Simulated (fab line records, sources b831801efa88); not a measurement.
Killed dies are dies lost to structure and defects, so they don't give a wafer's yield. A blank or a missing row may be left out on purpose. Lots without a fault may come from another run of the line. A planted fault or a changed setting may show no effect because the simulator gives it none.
One fault seen from 2 desks | flow sky130 | each desk has only its own numbers; what lay behind them comes last

THE METROLOGY DESK
What the gauges read, lot by lot, whatever tool the lot ran on: means of the sampled wafers that have a number. A lot is out of limits, marked OUT, if its mean lies more than 4 standard deviations from the usual mean; the brackets give that distance.
Columns: A = PWDE_TW at SKY_PWDE_TW_MEAS_10, usual 372; B = PWDE_RS at SKY_NWELL_RS_MEAS_31, usual 5277 ohm/sq; C = cd_nm at SKY_VT_ADJUST_HVTP_CD_MEAS_07, usual 380.1 nm; D = GATE_OXIDE_OXIDATION_00_THK at SKY_GATE_OXIDE_THK_MEAS_02, usual 10.29 nm
lot  | first seen here | A             | B              | C     | D
L270 | day 4 04:21     | 370           | 5287           | 382.9 | 10.26
L271 | day 4 08:55     | 376           | 5253           | 376.9 | 10.27
L273 | day 4 19:40     | 377           | 5276           | 379.5 | 10.29
L276 | day 5 09:58     | 415 (+12) OUT | 4127 (-68) OUT | 383.6 | 10.37
L277 | day 5 16:56     | 411 (+11) OUT | 4146 (-67) OUT | 380.4 | 10.04
L279 | day 6 08:05     | 372           | 5266           | 379.7 | 10.30
L284 | day 7 08:38     | 368           | 5286           | 378.0 | 10.57
L286 | day 7 20:01     | 376           | 5261           | 381.9 | 10.23
L287 | day 8 05:46     | 373           | 5291           | 379.5 | 10.39
L290 | day 8 17:47     | 368           | 5284           | 376.9 | 10.34
L291 | day 8 22:47     | 368           | 5271           | 382.9 | 10.20
L292 | day 9 07:32     | 376           | 5265           | 381.8 | 10.34
This desk's finding: out of limits on L276, L277; first on L276, day 5 09:58 (PWDE_TW at SKY_PWDE_TW_MEAS_10). In limits: L270, L271, L273, L279, L284, L286, L287, L290, L291, L292.

THE TOOL OWNER'S DESK: implanter-02
The tool's own readings at SKY_PWDE_IMPLANT_08: means of the sampled wafers that have a number, for each lot that ran on this tool. A lot is out of limits, marked OUT, if its mean lies more than 4 standard deviations from the usual mean; the brackets give that distance.
Columns: A = beam_on_s at SKY_PWDE_IMPLANT_08, usual 10.01 s; B = faraday_current_uA at SKY_PWDE_IMPLANT_08, usual 20.3
lot  | first seen here | A               | B
L271 | day 4 08:41     | 10.04           | 20.2
L273 | day 4 19:25     | 10.14           | 20.0
L276 | day 5 09:44     | 13.59 (+20) OUT | 15.0 (-15) OUT
L277 | day 5 16:43     | 13.33 (+18) OUT | 15.2 (-14) OUT
This desk's finding: out of limits on L276, L277; first on L276, day 5 09:44 (beam_on_s at SKY_PWDE_IMPLANT_08). In limits: L271, L273.

PUT TOGETHER
The tool owner's desk could have raised an alarm at day 5 09:44, on L276, L277.
The metrology desk could have raised an alarm at day 5 09:58, on L276, L277.
Of the lots named, all ran SKY_PWDE_IMPLANT_08 on implanter-02.

WHAT THE SIMULATOR HAD PUT IN
Process parameter drift: implanter-02, from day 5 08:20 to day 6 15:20, at SKY_PWDE_IMPLANT_08. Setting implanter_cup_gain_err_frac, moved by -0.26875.
Lots struck among those shown: L276, L277.
Hours from the fault's start to each desk's first reading out of limits: the tool owner's desk, 1; the metrology desk, 2.
